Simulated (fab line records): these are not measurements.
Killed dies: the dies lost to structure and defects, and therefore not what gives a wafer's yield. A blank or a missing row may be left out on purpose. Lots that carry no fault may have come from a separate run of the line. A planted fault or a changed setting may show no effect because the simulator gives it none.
Code-filled problem report in 8D (eight disciplines) form :: flow gf180mcu :: the parts of the form that need people (team, actions taken, sign-off) are left out

## 1. PROBLEM STATEMENT
dose ions cm2 at GF_HV_LDD_IMPLANT_36 reads a mean of 8.434e+12 on 6 wafers of 2 lots; wafers without a fault read 7.498e+12 with a standard deviation of 8e+09. That is +99 or more standard deviations from the usual mean.
The first sign was on wafer L262.1 at day 14 09:23, on implanter-03. The record has a number at this step for 42 wafers belonging to 14 lots. Rule for "out", or "out of limits": more than 4 standard deviations from the usual mean. Any other wafer with a number is counted as sound.

## 2. WHAT IT IS, WHAT IT ISN'T
question: which readings at this step
is: dose ions cm2, faraday current uA
is not: rotation deg

question: which lots
is: L262, L263
is not: L255, L258, L259, L260, L264, L269, L271, L272, L273, L274, L276, L278

question: which wafers of those lots
is: all that have a number
is not: -

question: read on which tools
is: implanter-03
is not: implanter-01

question: when
is: from day 14 09:23
is not: up to then (12 sound wafers); but 24 sound wafers of L264, L269, L271, L272, L273, L274, L276, L278 came after

## 3. THE SUSPECTS, EACH WITH WHAT RULES IT OUT
Counting: a tool stays on the suspect list if, at a process step up to the reading, it processed all lots that are out and no sound lot following the first of them.
- implanter-03 at GF_HV_LDD_IMPLANT_36: ruled out as a lasting fault. Following L262 (day 14 09:23), the first lot on it that is out, the sound lots L271, L272, L273, L274, L276 were run on it.
Left after counting: nothing in the record.

## 4. THE CAUSE (what the simulator had put in)
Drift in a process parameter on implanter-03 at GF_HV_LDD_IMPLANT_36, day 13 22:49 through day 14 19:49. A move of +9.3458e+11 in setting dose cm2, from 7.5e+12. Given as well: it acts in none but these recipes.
Counting ruled it out, wrongly.

## 5. SEQUENCE OF EFFECTS, ordered by route
Each row: a reading whose mean over the struck wafers that have a number lies more than 3 standard deviations from the usual. Only readings for which the record gives a usual standard deviation are gone through. hours: the time from each lot's start at the first step in this table that gives one to its start at this step, as a median over the lots. sigmas: the change in usual standard deviations.
hours: 0
step: GF_HV_LDD_IMPLANT_36
reading: dose ions cm2
usual: 7.498e+12
on struck wafers: 8.434e+12
change: +9.358e+11
sigmas: +99 or more

hours: 0
step: GF_HV_LDD_IMPLANT_36
reading: faraday current uA
usual: 42.3
on struck wafers: 47.3
change: +5.0
sigmas: +6.4

hours: 23
step: GF_HV_LDD_RS_MEAS_53
reading: HV_LDD_RS
usual: 418.3 ohm/sq
on struck wafers: 415.2
change: -3.1
sigmas: -3.3
Its process steps:
- GF_HV_LDD_IMPLANT_36
Later steps that measure or inspect, where all struck wafers having a row at the step show a number for every such reading and not one has moved that far: GF_NSD_OVL_MEAS_08.

## 6. WHAT WOULD HAVE CAUGHT IT SOONER
In this record the first reading out of limits was taken at day 14 09:23, 11 hours after the fault began at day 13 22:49.
